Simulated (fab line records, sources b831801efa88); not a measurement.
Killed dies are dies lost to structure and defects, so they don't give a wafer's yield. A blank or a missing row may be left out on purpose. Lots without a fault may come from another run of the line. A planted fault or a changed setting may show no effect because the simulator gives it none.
Tool commonality check | flow sky130 | 12 lots, 36 wafers sampled

WHY IT WAS OPENED
At SKY_LDD_LDN_TW_MEAS_13 the reading LDD_LDN_TW is flagged on 2 of 12 lots. Wafers without a fault read 1470, standard deviation 12.
Rule: a lot is flagged when every wafer of it that has a number lies more than 4 standard deviations from that mean, or none has a number. The other lots count as sound.

lot  | measured     | on            | LDD_LDN_TW, wafer by wafer | flag
L589 | day 23 15:02 | film_metro-04 | 1477 1477 1475             |
L590 | day 23 16:25 | film_metro-03 | 1447 1459 1449             |
L591 | day 23 23:31 | film_metro-03 | 1452 1460 1454             |
L593 | day 24 20:09 | film_metro-02 | 1477 1482 1488             |
L592 | day 24 20:38 | film_metro-02 | 1487 1485 1488             |
L595 | day 25 07:07 | film_metro-04 | 1571 1566 1573             | FLAGGED
L596 | day 25 17:58 | film_metro-02 | 1597 1595 1591             | FLAGGED
L603 | day 27 11:59 | film_metro-03 | 1465 1464 1457             |
L607 | day 29 08:17 | film_metro-04 | 1467 1475 1469             |
L609 | day 29 18:22 | film_metro-04 | 1459 1472 1461             |
L611 | day 30 13:19 | film_metro-04 | 1470 1473 1472             |
L612 | day 30 16:40 | film_metro-04 | 1475 1474 1476             |
The numbers of the flagged lots are 1582 on average: +112 against the usual, or +9 standard deviations.

WHICH TOOL RAN EACH LOT
The record holds 2 process steps before the reading, out of a route of 708 steps. In each cell: the tool, then ch and the chambers that the sampled wafers went through, then the start.
lot  | flag    | SKY_POLY_GATE_ETCH_15              | SKY_LDD_LDN_IMPLANT_09
L589 |         | rie_diel-02 ch 0,3, day 17 01:00   | implanter-01 ch 0, day 23 14:31
L590 |         | rie_diel-03 ch 0,1,2, day 17 00:59 | implanter-04 ch 0, day 23 15:52
L591 |         | rie_diel-02 ch 0,1,2, day 17 11:02 | implanter-04 ch 0, day 23 22:59
L593 |         | rie_diel-02 ch 1,2, day 18 06:03   | implanter-01 ch 0, day 24 19:36
L592 |         | rie_diel-01 ch 0,2,3, day 18 06:36 | implanter-02 ch 0, day 24 20:07
L595 | FLAGGED | rie_diel-01 ch 0,1, day 18 18:29   | implanter-04 ch 0, day 25 06:10
L596 | FLAGGED | rie_diel-02 ch 1,2,3, day 19 06:53 | implanter-02 ch 0, day 25 17:07
L603 |         | rie_diel-01 ch 1,2,3, day 21 03:35 | implanter-04 ch 0, day 27 11:26
L607 |         | rie_diel-02 ch 0,1,3, day 23 03:21 | implanter-04 ch 0, day 29 07:40
L609 |         | rie_diel-01 ch 0,2, day 23 14:48   | implanter-04 ch 0, day 29 17:49
L611 |         | rie_diel-01 ch 0,3, day 24 10:39   | implanter-02 ch 0, day 30 12:47
L612 |         | rie_diel-03 ch 0,1,3, day 24 13:53 | implanter-01 ch 0, day 30 16:07
What these steps do:
- SKY_POLY_GATE_ETCH_15: etches BARC in N2/H2, stops on SiO2, time 118.5 s, target depth 110 nm.
- SKY_LDD_LDN_IMPLANT_09
- SKY_LDD_LDN_TW_MEAS_13

FLAGGED OVER TOTAL, TOOL BY TOOL (the gauges that took the reading come last)
step                   | tool          | lots run | flagged | share of the flagged lots | sound lots run after its first flagged lot
SKY_POLY_GATE_ETCH_15  | rie_diel-01   | 5        | 1       | some                      | 3 (L603,L609,L611)
SKY_POLY_GATE_ETCH_15  | rie_diel-02   | 5        | 1       | some                      | 1 (L607)
SKY_POLY_GATE_ETCH_15  | rie_diel-03   | 2        | 0       | none                      | -
SKY_LDD_LDN_IMPLANT_09 | implanter-01  | 3        | 0       | none                      | -
SKY_LDD_LDN_IMPLANT_09 | implanter-02  | 3        | 1       | some                      | 1 (L611)
SKY_LDD_LDN_IMPLANT_09 | implanter-04  | 6        | 1       | some                      | 3 (L603,L607,L609)
SKY_LDD_LDN_TW_MEAS_13 | film_metro-02 | 3        | 1       | some                      | 0
SKY_LDD_LDN_TW_MEAS_13 | film_metro-03 | 3        | 0       | none                      | -
SKY_LDD_LDN_TW_MEAS_13 | film_metro-04 | 6        | 1       | some                      | 4 (L607,L609,L611,L612)

WHAT THE TABLE ALLOWS
No row of the table ran every flagged lot.

WHAT THE SIMULATOR HAD PUT IN
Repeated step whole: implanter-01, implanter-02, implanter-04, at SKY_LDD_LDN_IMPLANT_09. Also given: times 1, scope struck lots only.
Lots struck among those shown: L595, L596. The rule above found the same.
